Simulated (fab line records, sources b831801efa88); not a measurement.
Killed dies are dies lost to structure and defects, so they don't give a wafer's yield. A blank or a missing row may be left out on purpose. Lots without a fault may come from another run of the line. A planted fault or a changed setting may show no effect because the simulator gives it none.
fab line records | flow sfq_line
record lots=14 wafers=42 last_day=81
route steps=325 shown I4@174 A5B@210 I5@233
lots that met no fault: from a run of the same line without faults
start_h: hours from the record's first day to the start of the lot's first wafer shown | wait_h: hours since the lot's step before | " the same as in the row above | L1.1+2: a row that stands for several wafers | - no value, or no start given | * or withheld: withheld | < > ~ a bound
route shown NAME@n: a module of which the file shows steps, and the number in the route of the first | usual: mean/standard deviation of fault-free wafers | same: alike in all rows | chamber/n: place in a boat | sites: the reading at each site | _std_site: their standard deviation | _edge_site: outer sites' mean less inner sites' | radius_mm: how far each site lies from the wafer's centre | mask NAME#n: copy n | behind: the tool/chamber that last shaped the wafer | hold: why the lot was held/for how many hours/how that ended | device: the transistor (n, p or np) that didn't switch | end of line: the same wafers' tests at the end of the route | a step without rows: its recipe alone | killed: dies lost to structure and defects at the first sort, not the wafer's yield | map: a wafer's dies, x killed, . not, _ none there
set.NAME: the setting as run; set.NAME@STEP: as run at that earlier step | model.NAME: the simulator's own value behind a step, which no gauge read
steps of the route over a sample of lots; a table a step, a row a wafer
services: from which hour (start_h, from the record's first day; less than 0 if before it) a tool's chamber was out of use, for how many hours, and why
## steps
# step SFQ_TRILAYER_I4_VIA_BARC_OPEN_VIA_ETCH_146
# recipe mask_material=PR chemistry=O2 target_depth_nm=125 target=BARC source_w=500 bias_w=80 pressure_mtorr=30 time_s=41.7
# usual drypump_motor_current_A=5.7/0.54 oes_product_au=0.685/0.0045
# columns lot.wafer tool chamber start_h wait_h drypump_motor_current_A oes_product_au rf_hours_counter_h
L545.4 rie_diel-03 3 1030.73 0.0 6.2 0.691 -
L545.5 " 0 " " 5.2 0.683 -
L545.6 " 2 " " 5.7 0.689 -
L546.3 rie_diel-03 0 1163.56 0.0 5.3 0.686 19
L546.4 " 3 " " 6.2 0.688 14
L546.5 " 1 " " 6.4 0.688 -
L548.1 rie_diel-03 3 1168.36 0.0 6.2 0.678 15
L548.2 " 0 " " 5.3 0.681 19
L548.4 " 2 " " 5.7 0.686 7
L551.1 rie_diel-01 2 1283.17 0.0 5.5 0.692 9
L551.2 " 3 " " 4.8 0.679 4
L551.5 " 1 " " 5.9 0.685 -
L553.2 rie_diel-01 1 1301.17 0.0 5.9 0.684 11
L553.3 " 0 " " 4.8 0.677 14
L553.4 " 3 " " 4.8 0.687 4
L554.1 rie_diel-03 2 1304.77 0.0 5.7 0.686 10
L554.3 " 1 " " 6.4 0.680 18
L554.5 " 1 " " 6.4 0.688 -
L558.2 rie_diel-04 2 1332.37 0.0 5.5 0.692 15
L558.5 " 1 " " 5.3 0.675 -
L558.6 " 2 " " 5.5 0.682 -
L561.4 rie_diel-01 1 1352.77 0.0 5.9 0.680 12
L561.5 " 3 " " 4.8 0.678 -
L561.6 " 2 " " 5.5 0.685 -
L562.1 rie_diel-04 2 1367.37 0.0 5.5 0.692 16
L562.4 " 0 " " 6.2 0.687 18
L562.5 " 0 " " 6.2 0.693 -
L564.2 rie_diel-04 3 1383.00 0.0 6.4 0.680 12
L564.3 " 2 " " 5.5 0.688 16
L564.5 " 1 " " 5.3 0.686 -
L565.2 rie_diel-03 0 1384.20 0.0 5.3 0.688 0
L565.3 " 2 " " 5.7 0.683 10
L565.5 " 3 " " 6.2 0.682 -
L566.3 rie_diel-04 1 1421.33 0.0 5.3 0.683 17
L566.4 " 3 " " 6.4 0.694 12
L566.5 " 2 " " 5.5 0.681 -
L567.3 rie_diel-04 3 1431.05 0.0 6.4 0.681 12
L567.5 " 0 " " 6.2 0.689 -
L567.6 " 1 " " 5.2 0.686 -
L568.2 rie_diel-01 1 1434.65 0.0 6.0 0.691 14
L568.3 " 0 " " 4.8 0.691 16
L568.6 " 1 " " 6.0 0.684 -
# step SFQ_TRILAYER_I4_VIA_STRIP_STRIP_107
# recipe gas=O2 power_w=200 platen_temp_c=40 overash_fraction=0.65 chemistry=O2 pressure_mtorr=50
# usual drypump_motor_current_A=5.8/0.31 oes_product_au=1.003/0.0076
# columns lot.wafer tool chamber start_h wait_h drypump_motor_current_A oes_product_au rf_hours_counter_h
L545.4 rie_metal-03 0 1031.06 - 5.7 1.004 -
L545.5 " 1 " " 6.3 0.990 -
L545.6 " 0 " " 5.7 1.003 -
L546.3 rie_metal-01 1 1163.91 - 5.8 1.002 -
L546.4 " 0 " " 5.7 1.000 -
L546.5 " 0 " " 5.7 0.995 -
L548.1 rie_metal-04 1 1168.51 - 5.8 1.002 5
L548.2 " 0 " " 5.2 1.007 92
L548.4 " 1 " " 5.9 1.004 -
L551.1 rie_metal-04 0 1283.33 - 5.2 1.006 109
L551.2 " 1 " " 5.8 0.997 23
L551.5 " 0 " " 5.3 1.000 -
L553.2 rie_metal-04 1 1301.33 - 5.9 0.998 25
L553.3 " 0 " " 5.2 1.000 -
L553.4 " 1 " " 5.9 0.997 -
L554.1 rie_metal-01 0 1304.93 - 5.7 1.000 41
L554.3 " 1 " " 5.8 1.005 -
L554.5 " 1 " " 5.8 1.012 -
L558.2 rie_metal-04 0 1332.53 - 5.3 1.012 116
L558.5 " 1 " " 5.8 1.021 -
L558.6 " 0 " " 5.2 1.003 -
L561.4 rie_metal-03 0 1353.13 - 5.7 0.993 -
L561.5 " 1 " " 6.3 0.995 -
L561.6 " 0 " " 5.7 0.999 -
L562.1 rie_metal-01 1 1367.52 - 5.8 1.010 35
L562.4 " 1 " " 5.8 1.001 -
L562.5 " 1 " " 5.8 1.009 -
L564.2 rie_metal-01 1 1383.15 - 5.8 1.002 37
L564.3 " 0 " " 5.7 1.010 -
L564.5 " 1 " " 5.9 1.003 -
L565.2 rie_metal-03 0 1384.35 - 5.7 0.995 36
L565.3 " 1 " " 6.3 1.003 -
L565.5 " 0 " " 5.7 1.003 -
L566.3 rie_metal-03 0 1421.68 - 5.7 1.000 -
L566.4 " 1 " " 6.3 1.012 -
L566.5 " 0 " " 5.7 1.003 -
L567.3 rie_metal-03 0 1431.41 - 5.7 1.005 -
L567.5 " 1 " " 6.3 1.000 -
L567.6 " 0 " " 5.8 1.010 -
L568.2 rie_metal-04 1 1434.81 - 5.8 0.996 49
L568.3 " 1 " " 5.8 1.005 -
L568.6 " 0 " " 5.3 0.995 -
# step SFQ_TRILAYER_A5B_CMP_CMP_130
# recipe stop_on=Nb down_force_psi=3 platen_rpm=60 target_thk_nm=340.7
# usual motor_current_A=10.2/0.95 slurry_filter_dp_kPa=13.50/0.14
# columns lot.wafer tool chamber start_h wait_h motor_current_A slurry_filter_dp_kPa
L545.4 cmp-01 1 1182.41 14.0 10.2 13.56
L545.6 " 0 1183.91 15.5 10.4 13.71
L545.5 " 1 " " 9.3 13.50
L546.3 cmp-01 0 1197.88 4.2 9.8 13.78
L546.4 " 1 " " 10.4 13.56
L546.5 " 1 1200.38 6.7 10.5 13.56
L548.4 cmp-02 1 1202.81 7.9 11.0 13.50
L548.2 " 2 " " 9.9 13.42
L548.1 " 3 " " 7.6 13.38
L551.2 cmp-01 3 1295.41 1.4 10.9 13.47
L551.1 " 0 " " 10.3 13.31
L551.5 " 2 1296.91 2.9 11.4 13.65
L553.3 cmp-01 1 1313.41 0.5 9.8 13.61
L553.2 " 2 " " 11.1 13.67
L553.4 " 3 " " 10.0 13.54
L554.1 cmp-01 0 1321.91 3.2 9.9 13.56
L554.3 " 2 1322.91 4.2 10.6 13.58
L554.5 " 0 1323.91 5.2 9.7 13.67
L558.2 cmp-01 1 1456.67 0.5 10.2 13.53
L558.5 " 0 1458.17 2.0 10.5 13.53
L558.6 " 1 " " 9.3 13.29
L561.4 cmp-01 2 1472.87 1.1 11.0 13.78
L561.5 " 1 1474.37 2.6 9.5 13.59
L561.6 " 2 " " 11.1 13.58
L562.4 cmp-02 3 1510.02 0.5 7.5 13.54
L562.1 " 1 1511.02 1.5 11.2 13.75
L562.5 " 2 " " 9.6 13.50
L564.3 cmp-02 2 1513.02 1.1 9.7 13.35
L564.2 " 0 1514.02 2.1 11.3 13.63
L564.5 " 1 " " 11.2 13.45
L565.2 cmp-02 3 1524.52 3.8 7.9 13.41
L565.3 " 2 1526.02 5.3 9.6 13.63
L565.5 " 0 1527.02 6.3 10.9 13.34
L566.3 cmp-02 2 1636.02 0.0 9.9 13.43
L566.4 " 3 " " 7.8 13.58
L566.5 " 3 1638.52 2.5 8.1 13.39
L567.3 cmp-01 1 1645.62 0.0 9.7 13.34
L567.5 " 1 1647.62 2.0 10.0 13.55
L567.6 " 2 " " 11.0 13.58
L568.2 cmp-02 1 1648.02 0.0 11.2 13.74
L568.3 " 3 1649.02 1.0 7.7 13.45
L568.6 " 1 1650.02 2.0 11.5 13.25
# step SFQ_TRILAYER_I5_LITHO_PEB_147
# recipe peb_temp_c=115 peb_time_s=60 resist=KrF
# usual chill_plate_temp_C=23.01/0.099 heater_power_total_W=79.16/0.06
# columns lot.wafer tool chamber start_h wait_h chill_plate_temp_C heater_power_total_W
L545.4 litho_track-02 0 1306.91 0.5 22.98 79.24
L545.5 " 0 " " 23.04 79.13
L545.6 " 0 " " 22.93 79.22
L546.3 litho_track-03 0 1310.49 0.7 22.98 79.11
L546.4 " 0 " " 23.12 79.23
L546.5 " 0 " " 22.99 79.12
L548.1 litho_track-03 0 1315.24 1.0 22.90 79.22
L548.2 " 0 " " 22.90 79.08
L548.4 " 0 " " 22.94 79.12
L551.1 litho_track-02 0 1371.74 1.0 22.84 86.09
L551.2 " 0 " " 22.89 86.15
L551.5 " 0 " " 23.01 86.04
L553.2 litho_track-04 0 1374.16 0.8 23.25 79.20
L553.3 " 0 " " 23.20 79.21
L553.4 " 0 " " 23.12 79.21
L554.1 litho_track-02 0 1375.34 1.0 23.03 86.14
L554.3 " 0 " " 23.14 85.98
L554.5 " 0 " " 22.99 86.19
L558.2 litho_track-04 0 1480.07 0.8 22.94 79.13
L558.5 " 0 " " 22.87 79.16
L558.6 " 0 " " 23.04 79.21
L561.4 litho_track-04 0 1488.11 0.5 23.12 79.03
L561.5 " 0 " " 23.12 79.17
L561.6 " 0 " " 23.03 79.23
L562.1 litho_track-03 0 1610.63 1.0 23.05 79.15
L562.4 " 0 " " 23.26 79.23
L562.5 " 0 " " 23.02 79.14
L564.2 litho_track-03 0 1703.11 0.8 23.02 79.15
L564.3 " 0 " " 23.02 79.06
L564.5 " 0 " " 22.91 79.21
L565.2 litho_track-03 0 1706.71 0.8 23.10 79.23
L565.3 " 0 " " 22.98 79.07
L565.5 " 0 " " 23.06 79.13
L566.3 litho_track-02 0 1747.89 0.7 23.03 79.06
L566.4 " 0 " " 23.18 79.22
L566.5 " 0 " " 23.08 79.20
L567.3 litho_track-03 0 1750.29 0.7 22.73 79.18
L567.5 " 0 " " 23.09 79.16
L567.6 " 0 " " 22.97 79.12
L568.2 litho_track-04 0 1752.66 0.8 22.99 79.19
L568.3 " 0 " " 23.13 79.05
L568.6 " 0 " " 23.22 79.10
## services
# columns tool chamber start_h hours kind
cmp-01 - 1038.53 0.4 repair
cmp-02 - 1045.72 13.3 pm
cmp-01 - 1089.55 4.0 pm
cmp-01 - 1093.18 0.9 repair
cmp-01 - 1097.03 14.8 pm
cmp-02 - 1098.40 1.4 repair
cmp-01 - 1111.81 5.8 pm
cmp-01 - 1120.98 1.5 repair
cmp-01 - 1132.58 4.8 pm
cmp-02 - 1260.44 4.0 pm
cmp-02 - 1315.38 9.9 repair
cmp-02 - 1318.94 0.5 repair
cmp-02 - 1406.98 1.8 repair
cmp-01 - 1410.51 1.2 repair
cmp-02 - 1415.65 3.3 repair
cmp-01 - 1422.52 12.3 repair
cmp-01 - 1434.84 4.0 pm
cmp-01 - 1475.37 7.1 pm
cmp-02 - 1539.58 2.9 pm
cmp-01 - 1562.23 5.4 repair
cmp-02 - 1600.44 4.0 pm
cmp-02 - 1605.49 4.6 pm
cmp-01 - 1606.02 1.1 repair
cmp-01 - 1608.63 2.3 repair
## key
first_sign step=SFQ_TRILAYER_I5_LITHO_PEB_147 reading=heater_power_total_W direction=up sigmas=99+ usual=79.16 struck=86.10
effect none on later readings
met_at SFQ_TRILAYER_I5_LITHO_PEB_147
struck_lots L551,L554
not_acting_at SFQ_TRILAYER_I4_VIA_BARC_OPEN_VIA_ETCH_146,SFQ_TRILAYER_I4_VIA_STRIP_STRIP_107,SFQ_TRILAYER_A5B_CMP_CMP_130
onset_between 1306.91 1371.74
fault kind=process_parameter_drift tool=litho_track-02 chamber=- onset_h=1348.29 steps=SFQ_TRILAYER_I5_LITHO_PEB_147 channel=peb_time_s offset=* shape=step end_h=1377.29 acts_in=* stated=*
